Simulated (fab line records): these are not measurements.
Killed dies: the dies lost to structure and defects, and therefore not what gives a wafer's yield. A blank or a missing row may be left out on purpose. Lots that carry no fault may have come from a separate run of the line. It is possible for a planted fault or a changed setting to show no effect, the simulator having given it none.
The tool behind it: which one? -- flow gf180mcu -- 14 lots with 42 wafers sampled at 4 steps, on a route of 602 steps

## WHAT THE GAUGES SHOWED, per wafer
GF_PASSIVATION_THK_MEAS_01.
lot,measured,on,PASSIVATION_CVD_00_THK (nm)
L405,day 28 06:31,filmMetro-03,993 1006 1017
L406,day 28 18:19,filmMetro-03,1000 989 1003
L408,day 29 04:39,filmMetro-02,992 1003 1012
L407,day 29 07:40,filmMetro-02,1011 1012 1038
L409,day 29 12:30,filmMetro-04,994 1006 1011
L410,day 29 23:05,filmMetro-02,974 1007 1010
L412,day 30 12:16,filmMetro-02,987 981 1019
L413,day 30 18:38,filmMetro-02,979 993 1003
L414,day 31 02:11,filmMetro-02,992 1006 998
L417,day 31 18:53,filmMetro-04,1019 1003 1035
L421,day 32 17:27,filmMetro-02,986 999 987
L423,day 33 08:04,filmMetro-04,988 970 990
L426,day 34 10:08,filmMetro-04,997 981 1010
L428,day 34 12:52,filmMetro-04,1010 1007 970

GF_PASSIVATION_THK_MEAS_03.
lot,measured,on,PASSIVATION_CVD_02_THK (nm)
L405,day 28 06:52,filmMetro-04,707 707 699
L406,day 28 18:39,filmMetro-04,696 706 711
L408,day 29 05:00,filmMetro-02,684 698 717
L407,day 29 08:01,filmMetro-03,695 699 716
L409,day 29 12:51,filmMetro-02,702 712 706
L410,day 29 23:26,filmMetro-03,682 712 690
L412,day 30 12:37,filmMetro-02,703 706 708
L413,day 30 18:59,filmMetro-02,701 713 696
L414,day 31 02:33,filmMetro-04,701 695 716
L417,day 31 19:14,filmMetro-03,691 697 704
L421,day 32 17:48,filmMetro-03,709 713 723
L423,day 33 08:25,filmMetro-04,697 686 687
L426,day 34 10:29,filmMetro-04,709 715 711
L428,day 34 13:13,filmMetro-04,693 695 703

## TOOL THAT RAN EACH LOT (tool first, then ch and the chambers of the sampled wafers, then the start)
lot,GF_CONTACT_SPUTTER_23,GF_TOP_METAL_SPUTTER_03
L405,"pvdSputter-01, day 16 03:05","pvdSputter-02, day 27 09:05"
L406,"pvdSputter-01, day 16 20:14","pvdSputter-03, day 27 21:28"
L408,"pvdSputter-03, day 17 04:29","pvdSputter-03, day 28 07:58"
L407,"pvdSputter-04, day 17 06:44","pvdSputter-02, day 28 10:26"
L409,"pvdSputter-03, day 17 11:51","pvdSputter-03, day 28 15:41"
L410,"pvdSputter-03, day 18 03:36","pvdSputter-01, day 29 02:46"
L412,"pvdSputter-04, day 18 23:02","pvdSputter-01, day 29 16:19"
L413,"pvdSputter-03, day 19 05:51","pvdSputter-02, day 29 23:34"
L414,"pvdSputter-04, day 19 14:10","pvdSputter-01, day 30 07:00"
L417,"pvdSputter-04, day 20 12:38","pvdSputter-01, day 31 00:34"
L421,"pvdSputter-03, day 21 20:29","pvdSputter-03, day 31 23:46"
L423,"pvdSputter-03, day 22 16:50","pvdSputter-02, day 32 14:49"
L426,"pvdSputter-04, day 24 07:50","pvdSputter-03, day 33 18:09"
L428,"pvdSputter-04, day 24 13:20","pvdSputter-03, day 33 20:49"
- GF_CONTACT_SPUTTER_23: material TiN, target thk 10 nm, time 40 s.
- GF_TOP_METAL_SPUTTER_03: material Ti, target thk 5 nm, time 3.3 s.

## AS READ BY THE TOOLS THEMSELVES (means over the sampled wafers that have a number; for cases with no such wafer, the mark the record gives instead)
GF_CONTACT_SPUTTER_23.
lot,tool,throttleValvePct (%)
L405,pvdSputter-01,30.0
L406,pvdSputter-01,30.2
L408,pvdSputter-03,30.4
L407,pvdSputter-04,30.5
L409,pvdSputter-03,31.6
L410,pvdSputter-03,30.8
L412,pvdSputter-04,31.1
L413,pvdSputter-03,30.6
L414,pvdSputter-04,31.5
L417,pvdSputter-04,31.0
L421,pvdSputter-03,30.7
L423,pvdSputter-03,30.3
L426,pvdSputter-04,30.6
L428,pvdSputter-04,31.2

GF_TOP_METAL_SPUTTER_03.
lot,tool,throttleValvePct (%)
L405,pvdSputter-02,29.9
L406,pvdSputter-03,30.3
L408,pvdSputter-03,30.5
L407,pvdSputter-02,30.8
L409,pvdSputter-03,30.3
L410,pvdSputter-01,29.9
L412,pvdSputter-01,30.1
L413,pvdSputter-02,29.6
L414,pvdSputter-01,30.1
L417,pvdSputter-01,30.0
L421,pvdSputter-03,31.5
L423,pvdSputter-02,29.7
L426,pvdSputter-03,30.9
L428,pvdSputter-03,30.4

## THE ANSWER, worked out from the rows above alone
Rule: the lots themselves supply what counts as usual. The widest of any qualifying gaps counts: lots, ordered by their means at a reading, are off when they make up no more than a third of the lots, leave a main group of 4 or more, and stand apart from it by 3 or more times the standard deviation of that group's means. The tables above print the reading to a certain number of digits; a main group whose means all agree to those digits is not used. Also off: a lot with no number at a reading for which 4 or more lots have one. All remaining lots with rows at the step are treated as sound. After the gauges, taken in route order, come the tools' own readings; for these a lot's mean is taken, as printed above. At the first step where some lot is off, the reading lying furthest off is the one used; lots without a number count as furthest.
Across all readings shown, no lot is off: no conclusion can be drawn from this.

## WHAT HAD BEEN PUT IN BY THE SIMULATOR
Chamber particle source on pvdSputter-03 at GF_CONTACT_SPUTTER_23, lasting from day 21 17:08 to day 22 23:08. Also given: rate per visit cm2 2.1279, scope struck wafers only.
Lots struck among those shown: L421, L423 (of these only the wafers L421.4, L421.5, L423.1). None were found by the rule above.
